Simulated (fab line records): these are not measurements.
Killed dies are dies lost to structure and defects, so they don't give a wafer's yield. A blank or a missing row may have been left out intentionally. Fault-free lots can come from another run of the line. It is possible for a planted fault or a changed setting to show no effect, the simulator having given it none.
What tool caused it? / flow sky130 / Sampling: 6 lots, 18 wafers, 2 of 708 route steps

== WHAT EACH GAUGE READ, for each wafer ==
SKY_VT_ADJUST_PCH_OVL_MEAS_07.
lot=L472; measured=day 11 09:50; on=overlay-02; VT_ADJUST_PCH_OVL (nm)=2.0 -1.3 1.3
lot=L476; measured=day 12 11:32; on=overlay-02; VT_ADJUST_PCH_OVL (nm)=0.8 0.0 0.1
lot=L479; measured=day 13 11:20; on=overlay-02; VT_ADJUST_PCH_OVL (nm)=- - -
lot=L486; measured=day 15 21:55; on=overlay-01; VT_ADJUST_PCH_OVL (nm)=-0.9 -0.6 0.8
lot=L489; measured=day 16 22:07; on=overlay-02; VT_ADJUST_PCH_OVL (nm)=0.5 1.9 1.1
lot=L491; measured=day 17 11:08; on=overlay-01; VT_ADJUST_PCH_OVL (nm)=1.3 1.0 0.4

== EACH LOT AND THE TOOL THAT RAN IT (in order: tool; ch and the chambers of the sampled wafers; start) ==
lot=L472; SKY_VT_ADJUST_PCH_DEVELOP_06=litho-track-03 ch 0, day 11 09:00
lot=L476; SKY_VT_ADJUST_PCH_DEVELOP_06=litho-track-01 ch 0, day 12 11:00
lot=L479; SKY_VT_ADJUST_PCH_DEVELOP_06=litho-track-03 ch 0, day 13 11:00
lot=L486; SKY_VT_ADJUST_PCH_DEVELOP_06=litho-track-01 ch 0, day 15 21:00
lot=L489; SKY_VT_ADJUST_PCH_DEVELOP_06=litho-track-01 ch 0, day 16 21:00
lot=L491; SKY_VT_ADJUST_PCH_DEVELOP_06=litho-track-03 ch 0, day 17 10:00
- SKY_VT_ADJUST_PCH_DEVELOP_06: develop time 60 s.

== THE ANSWER, worked out from the rows above alone ==
Rule: the usual values come from the lots themselves. Put in order of their means at a reading, lots are off if they are a third of the lots or fewer, leave a main group of 4 or more, and stand apart from it by a gap of 3 or more times the standard deviation of the main group's means; of several such gaps the widest counts. A main group is skipped when, at the precision printed for the reading in the tables above, its means are all equal. A lot without any number at a reading at which 4 lots or more have one is off too. Any other lot the step has rows for is counted as sound.
Off: at SKY_VT_ADJUST_PCH_OVL_MEAS_07 (VT_ADJUST_PCH_OVL), L479. Without a number there: L479. The main group: mean 0.6 nm, standard deviation 0.49.
A tool fits if, at a process step before that reading, it ran every lot that is off, and no sound lot after the first of them. The gauges at SKY_VT_ADJUST_PCH_OVL_MEAS_07 are tried like those tools. Not one of the candidates tried fits.

== WHAT THE SIMULATOR HAD PUT IN ==
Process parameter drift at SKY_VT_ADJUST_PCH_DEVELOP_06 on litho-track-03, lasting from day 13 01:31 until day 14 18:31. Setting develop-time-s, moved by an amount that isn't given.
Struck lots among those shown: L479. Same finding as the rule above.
